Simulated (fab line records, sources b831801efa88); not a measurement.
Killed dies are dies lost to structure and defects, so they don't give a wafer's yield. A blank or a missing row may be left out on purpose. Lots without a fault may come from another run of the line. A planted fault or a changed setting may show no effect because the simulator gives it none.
A struck lot beside a sound one | flow sky130 | 36 steps out of a route of 708
Sound: wafers L778.3, L778.5, L778.6. Struck: wafers L794.2, L794.5, L794.6. The cause comes at the end.
At each step with rows: each side's tool, then ch and its chambers, then its first start. Under that, the readings that differ: sound wafers | struck wafers | difference of the means | sigmas: that difference in standard deviations of wafers without a fault.
alike: readings whose means differ by less than 2 such deviations, and words and numbers that are the same on both sides. not compared: withheld readings, readings that some wafer has no value for, bounds like >300 that may hide the same value, and numbers for which the record gives no deviation and whose values overlap.
The two part at a step that has a row with sigmas, a row that says differs or no value, or rows on one side only. Numbers that don't overlap but have no deviation are shown without sigmas and don't part them. A reading that every wafer of one side lacks parts them only if that side has two wafers or more.

first, 10 steps without rows for these wafers: SKY_GATE_OXIDE_COAT_05 (resist thk 1140 nm); SKY_GATE_OXIDE_SOFTBAKE_06 (time 60 s); SKY_GATE_OXIDE_EXPOSE_07 (exposes mask LVOM, target cd 600 nm); SKY_GATE_OXIDE_PEB_08; SKY_GATE_OXIDE_DEVELOP_09 (develop time 60 s); SKY_GATE_OXIDE_IMPLANT_11; SKY_GATE_OXIDE_WET_ETCH_12 (etches SiO2 in dHF, target depth 16.8 nm, time 336 s); SKY_GATE_OXIDE_STRIP_13 (strips in O2/N2); SKY_GATE_OXIDE_CLEAN_15 (cleans in SC1/SC2, time 150 s); SKY_GATE_OXIDE_OXIDATION_16 (stabilise 600 s, purge 300 s, target thk 3.57 nm).
SKY_POLY_GATE_CVD_00: deposits poly-Si, target thk 180 nm, time 720 s.
  sound on lpcvd-01 ch 0, day 14 23:33; struck on lpcvd-01 ch 1, day 20 14:35
  reading                                       | sound                | struck               | difference | sigmas
  spike_tc_bottom_C (C)                         | 636.1 639.6 638.3    | 631.4 630.3 630.2    | -7.4       | -6
  spike_tc_centre_C (C)                         | 621.0 621.9 620.1    | 611.9 611.2 613.2    | -8.9       | -9
  spike_tc_lower_C (C)                          | 622.1 621.1 620.3    | 611.6 610.6 613.3    | -9.3       | -8
  spike_tc_top_C (C)                            | 641.2 641.8 642.2    | 628.9 631.3 630.2    | -11.6      | -8
  spike_tc_upper_C (C)                          | 618.9 619.2 620.9    | 610.0 609.2 609.7    | -10.0      | -10
  susceptor_temp_C (C)                          | 620.12 620.16 619.66 | 610.09 610.29 610.40 | -9.72      | -34
  model.poly-Si_of_POLY_GATE_CVD_00.thk_nm (nm) | 179.9 182 180.3      | 145.8 145.1 144.5    | -35.6      |
  alike: zone_power_bottom_pct
SKY_POLY_GATE_THK_MEAS_01:
  sound on film_metro-02, day 15 00:46; struck on film_metro-01, day 20 16:23
  reading                   | sound             | struck            | difference | sigmas
  POLY_GATE_CVD_00_THK (nm) | 179.8 182.0 180.3 | 145.9 145.1 144.6 | -35.5      | -27
then, 9 steps without rows for these wafers: SKY_RES_PROTECT_DEHYDRATE_00 (time 60 s); SKY_RES_PROTECT_HMDS_01 (prime time 60 s); SKY_RES_PROTECT_COAT_02 (resist thk 1140 nm); SKY_RES_PROTECT_SOFTBAKE_03 (time 60 s); SKY_RES_PROTECT_EXPOSE_04 (exposes mask RPM, target cd 1270 nm); SKY_RES_PROTECT_PEB_05; SKY_RES_PROTECT_DEVELOP_06 (develop time 60 s); SKY_POLY_GATE_IMPLANT_02; SKY_RES_PROTECT_STRIP_07 (strips in O2/N2).
SKY_RES_PROTECT_CLEAN_09: cleans in SC1/SC2, time 150 s.
  sound on wet_bench-02 ch 1, day 16 04:13; struck on wet_bench-04 ch 2, day 21 23:29
  reading                                       | sound             | struck            | difference | sigmas
  model.poly-Si_of_POLY_GATE_CVD_00.thk_nm (nm) | 179.3 181.4 179.7 | 145.2 144.5 143.9 | -35.6      |
then, 11 steps without rows for these wafers: SKY_POLY_GATE_CVD_03 (deposits Si3N4 from DCS/NH3, target thk 75 nm, time 1290 s); SKY_POLY_GATE_DEHYDRATE_05 (time 60 s); SKY_POLY_GATE_HMDS_06 (prime time 60 s); SKY_POLY_GATE_COAT_07 (resist thk 110 nm); SKY_POLY_GATE_COAT_08 (resist thk 450 nm); SKY_POLY_GATE_SOFTBAKE_09 (time 90 s); SKY_POLY_GATE_EXPOSE_10 (exposes mask P1M, target cd 150 nm); SKY_POLY_GATE_PEB_11; SKY_POLY_GATE_DEVELOP_12 (develop time 60 s); SKY_POLY_GATE_ETCH_15 (etches BARC in N2/H2, stops on SiO2, time 118.5 s, target depth 110 nm); SKY_POLY_GATE_ETCH_16 (etches Si3N4 in CH3F/O2, stops on poly-Si, time 147.5 s, target depth 75 nm).
SKY_POLY_GATE_ETCH_17: etches poly-Si in HBr/Cl2, stops on SiO2, target depth 180 nm, time 70.5 s.
  sound on rie_si-01 ch 0,1, day 17 10:38; struck on rie_si-01 ch 0,3, day 23 08:31
  reading                               | sound             | struck            | difference | sigmas
  oes_product_au (a.u.)                 | 0.984 0.988 0.980 | 0.858 0.853 0.850 | -0.130     | -20
  model.POLY_GATE.feature_depth_nm (nm) | 176.3 178.3 176.6 | 145.2 144.5 143.9 | -32.5      |
  model.etch.depth_nm (nm)              | 176.3 178.3 176.6 | 145.2 144.5 143.9 | -32.5      |
  alike: chamber_pressure_mTorr, drypump_motor_current_A, mfc_cl2_sccm, rf_fwd_power_W, throttle_valve_pct
  not compared: rf_hours_counter_h
then, 1 step without rows for these wafers: SKY_POLY_GATE_STRIP_18 (strips in O2/N2).
-- the record jumps here: 27 days lie between the struck wafers' starts before and after (it left off in module POLY_GATE and takes up again in module PAD_OPEN, whose first step shown is number 708 of the route) --
SKY_PAD_OPEN_PROBE_99:
  sound on prober-02, day 46 13:26; struck on prober-02, day 50 04:34
  reading                             | sound             | struck            | difference | sigmas
  model.etest.res_high_po.line_ohm_um | 744.7 736.3 751   | 887.9 882.1 910.5 | +149.5     |
  model.etest.res_poly.line_ohm_um    | 516.5 507 510.5   | 644.3 602.7 640.6 | +117.9     |
  model.etest.tip_sonos.rs_ohm_sq     | 2664 2697 2700    | 2620 2592 2577    | -91        |
  model.etest.res_high_po.rs_ohm_sq   | 259.6 258.9 259.4 | 309.2 312.4 316   | +53.2      |
  model.etest.res_poly.rs_ohm_sq      | 48.26 47.83 48.01 | 58.76 58.86 59.28 | +10.93     |
  model.etest.cap_li_to_poly.c_af_um2 | 99.06 99.89 98.39 | 90.55 90.87 89.78 | -8.71      |
  alike: killed_at_M0_to_M3, killed_at_M4_up, killed_at_contacts, killed_at_front_end, killed_at_other, killed_dies, killed_open, killed_short

WHERE THEY PART
First at SKY_POLY_GATE_CVD_00; last, within this record, at SKY_POLY_GATE_ETCH_17. Later steps at which nothing parts them and some readings are alike: SKY_PAD_OPEN_PROBE_99.

WHY: what the simulator had put in
Process parameter drift: lpcvd-01, from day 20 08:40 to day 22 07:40, at SKY_POLY_GATE_CVD_00. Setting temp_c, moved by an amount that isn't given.
